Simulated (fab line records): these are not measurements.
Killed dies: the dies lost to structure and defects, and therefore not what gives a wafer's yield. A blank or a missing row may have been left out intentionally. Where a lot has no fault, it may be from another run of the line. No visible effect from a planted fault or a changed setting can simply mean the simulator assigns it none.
Struck lot and sound lot, side by side    flow gf180mcu    14 out of 602 route steps
Sound: the wafers L602.1, L602.4, L602.6. Wafers L613.1, L613.2, L613.3 were the ones struck. The cause is named last.
For every step that has rows: the tool of each side, followed by ch and its chambers, followed by its first start. Under that, the readings that differ: sound wafers    struck wafers    difference of the means    sigmas: that difference in standard deviations of wafers without a fault.
alike: readings with means less than 2 such deviations apart, plus words and numbers identical on both sides. not compared: withheld readings, readings lacking a value on some wafer, bounds such as >300 that could conceal the same value, and numbers that have no deviation in the record and whose values overlap.
Wherever a step has rows on one side only, a row that says differs or no value, or a row with sigmas, the two part there. Non-overlapping numbers with no deviation appear without sigmas and do not part them. A reading missing from all wafers of one side parts the sides only when that side holds two or more wafers.

GF_CONTACT_CMP_27: polishes, stops on SiO2, t overpolish 15 s, target thk 0 nm.
  sound on cmp-01 ch 1,2, day 17 16:43; struck on cmp-01 ch 0,1,3, day 21 14:46
reading                 sound     struck    difference  sigmas
time-to-endpoint-s (s)  68 72 71  77 77 77  +7          +2
  alike: motor-current-A, overpolish-run-s
GF_M1_SPUTTER_00: material Ti, target thk 37.5 nm, time 150 s.
  struck on pvd-sputter-04, day 21 15:01; sound on pvd-sputter-01, day 17 17:01
  alike: throttle-valve-pct
GF_M1_SPUTTER_01: material TiN, target thk 30 nm, time 25 s.
  struck on pvd-sputter-04, day 21 15:07; sound on pvd-sputter-01, day 17 17:07
  alike: throttle-valve-pct
GF_M1_SPUTTER_02: material AlCu, target thk 450 nm, time 23.9 s.
  struck on pvd-sputter-04, day 21 15:08; sound on pvd-sputter-01, day 17 17:08
  alike: throttle-valve-pct
then, 1 step without rows for these wafers: GF_M1_SPUTTER_03 (material Ti, target thk 10 nm, time 6.7 s).
GF_M1_SPUTTER_04: material TiN, target thk 50 nm, time 41.7 s.
  struck on pvd-sputter-04, day 21 15:11; sound on pvd-sputter-01, day 17 17:11
  alike: throttle-valve-pct
GF_M1_RS_MEAS_05: the measuring method here is four-point-probe.
  struck on film-metro-02, day 21 15:14; sound on film-metro-02, day 17 17:14
  alike: M1_ALCU_RS
GF_M1_THK_MEAS_06: measures by xrf.
  struck on film-metro-02, day 21 15:21; sound on film-metro-02, day 17 17:21
  alike: M1_ALCU_THK
then, 4 steps without rows for these wafers: GF_M1_DEHYDRATE_07 (time 60 s); GF_M1_HMDS_08 (prime time 60 s); GF_M1_COAT_09 (resist thk 1000 nm); GF_M1_SOFTBAKE_10 (time 60 s).
GF_M1_EXPOSE_11: exposes mask Metal1, target cd 230 nm.
  struck on krf-scanner-01, day 22 03:11; sound on krf-scanner-02 ch 0, day 18 05:13
  no value came back on the struck wafers for exposure-dose-mJ-cm2, focus-offset-nm (nm), na; on the sound wafers exposure-dose-mJ-cm2 reads 28.046 28.013 28.057
  alike: mask
then, 1 step without rows for these wafers: GF_M1_PEB_12 (peb time 90 s).

== WHERE THEY PART ==
Last at GF_M1_EXPOSE_11 as far as this record goes, first at GF_CONTACT_CMP_27.

WHY: the cause the simulator had injected
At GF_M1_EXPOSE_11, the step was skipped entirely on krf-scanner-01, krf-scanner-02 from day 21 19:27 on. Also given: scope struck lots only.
